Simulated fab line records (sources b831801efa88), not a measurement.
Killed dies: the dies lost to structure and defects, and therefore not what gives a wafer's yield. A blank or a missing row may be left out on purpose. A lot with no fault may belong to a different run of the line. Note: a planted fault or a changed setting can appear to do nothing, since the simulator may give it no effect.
Which of the tools did it? ; flow gf180mcu ; 14 lots, 42 wafers sampled, at 4 steps of a route of 602

WHAT THE GAUGES READ, wafer by wafer
GF_M4_THK_MEAS_06: measures by xrf.
lot;measured;on;M4_ALCU_THK (nm)
L518;day 26 01:02;film-metro-04;442 452 456
L519;day 23 00:08;film-metro-01;462 458 457
L520;day 23 09:04;film-metro-02;461 456 453
L521;day 23 10:36;film-metro-04;449 452 463
L522;day 24 02:51;film-metro-04;449 450 455
L523;day 24 14:02;film-metro-02;459 461 455
L525;day 25 14:10;film-metro-04;444 452 450
L527;day 26 04:00;film-metro-01;451 442 442
L528;day 26 16:29;film-metro-01;447 460 451
L529;day 26 22:01;film-metro-04;459 451 442
L532;day 28 07:08;film-metro-01;465 459 462
L536;day 28 21:06;film-metro-02;460 465 471
L539;day 29 12:47;film-metro-02;453 459 450
L540;day 29 23:40;film-metro-01;460 451 451

GF_M5_CD_MEAS_07: the cd target is 280 nm.
lot;measured;on;cd-nm (nm)
L518;day 29 11:37;cd-sem-01;279.0 279.8 279.7
L519;day 26 17:19;cd-sem-01;277.6 278.4 278.7
L520;day 27 02:01;cd-sem-01;279.5 279.4 280.3
L521;day 27 03:09;cd-sem-01;280.6 279.7 280.6
L522;day 27 16:24;cd-sem-01;279.2 279.7 278.9
L523;day 28 03:20;cd-sem-02;279.7 279.2 279.8
L525;day 29 02:05;cd-sem-01;279.4 279.1 278.6
L527;day 29 13:40;cd-sem-02;279.8 277.8 279.5
L528;day 30 01:16;cd-sem-02;280.5 279.6 281.9
L529;day 30 06:28;cd-sem-02;276.8 278.5 277.9
L532;day 31 11:42;cd-sem-01;279.5 279.2 279.2
L536;day 32 01:12;cd-sem-01;278.7 278.8 280.6
L539;day 32 16:10;cd-sem-02;278.6 279.4 279.3
L540;day 33 01:06;cd-sem-02;278.3 278.4 277.7

GF_V5_OVL_MEAS_15.
lot;measured;on;V5_OVL (nm)
L518;day 30 07:46;overlay-02;-3 3 -2
L519;day 27 14:56;overlay-01;3 12 12
L520;day 27 23:32;overlay-02;-1 -4 -3
L521;day 28 00:32;overlay-02;0 1 -2
L522;day 28 13:05;overlay-02;-1 6 3
L523;day 29 00:02;overlay-01;1 1 2
L525;day 29 22:20;overlay-02;-4 -2 -2
L527;day 30 09:55;overlay-01;-3 -1 1
L528;day 30 21:04;overlay-01;9 6 1
L529;day 31 02:11;overlay-01;5 10 7
L532;day 32 06:34;overlay-01;5 -1 1
L536;day 32 19:22;overlay-02;9 5 2
L539;day 33 09:55;overlay-01;6 3 -2
L540;day 33 18:19;overlay-01;14 6 8

EACH LOT AND THE TOOL THAT RAN IT (in order: tool; ch and the chambers of the sampled wafers; start)
lot;GF_V2_CMP_26
L518;cmp-01 ch 1,2, day 20 15:55
L519;cmp-01 ch 0,1,2, day 20 21:14
L520;cmp-01 ch 0,3, day 21 06:03
L521;cmp-01 ch 0,2,3, day 21 09:25
L522;cmp-02 ch 0,1,3, day 22 01:37
L523;cmp-02 ch 0,2,3, day 22 13:36
L525;cmp-02 ch 1,2,3, day 23 15:17
L527;cmp-01 ch 0,1,2, day 24 05:29
L528;cmp-02 ch 0,1,3, day 24 18:09
L529;cmp-02 ch 0,1,3, day 25 01:39
L532;cmp-01 ch 0,2,3, day 26 11:04
L536;cmp-01 ch 0,1, day 27 01:46
L539;cmp-02 ch 0,1,3, day 27 18:06
L540;cmp-02 ch 0,1,3, day 28 06:22
- GF_V2_CMP_26: polishes, stops on SiO2, t overpolish 15 s, target thk 0 nm.

WHAT THE TOOLS THEMSELVES READ (means of the sampled wafers that have a number; where no wafer has one, the mark that the record gives instead)
GF_V2_CMP_26.
lot;tool;motor-current-A (A);overpolish-run-s (s);time-to-endpoint-s (s)
L518;cmp-01;10.4;15.005;86
L519;cmp-01;10.6;14.995;88
L520;cmp-01;10.4;15.005;86
L521;cmp-01;10.7;15.007;87
L522;cmp-02;11.7;14.999;85
L523;cmp-02;11.1;15.001;83
L525;cmp-02;11.3;14.999;84
L527;cmp-01;10.9;15.003;82
L528;cmp-02;11.4;14.998;88
L529;cmp-02;12.2;14.997;88
L532;cmp-01;10.4;15.000;86
L536;cmp-01;10.7;14.996;85
L539;cmp-02;11.4;15.007;81
L540;cmp-02;11.9;14.997;82

THE ANSWER, worked out from the rows above alone
Rule: the usual values come from the lots themselves. Put in order of their means at a reading, lots are off if they are a third of the lots or fewer, leave a main group of 4 or more, and stand apart from it by a gap of 3 or more times the standard deviation of the main group's means; of several such gaps the widest counts. If all means in a main group match to the digits the tables above print for the reading, that group is not used. A lot without any number at a reading at which 4 lots or more have one is off too. All remaining lots with rows at the step are treated as sound. First the gauges in route order, then the tools' own readings, where a lot's mean is used as printed above. The first step at which some lot is off is used, and at that step the reading that is off furthest; a lot without a number counts as furthest.
Across all readings shown, no lot is off: no conclusion can be drawn from this.

WHAT THE SIMULATOR PUT IN
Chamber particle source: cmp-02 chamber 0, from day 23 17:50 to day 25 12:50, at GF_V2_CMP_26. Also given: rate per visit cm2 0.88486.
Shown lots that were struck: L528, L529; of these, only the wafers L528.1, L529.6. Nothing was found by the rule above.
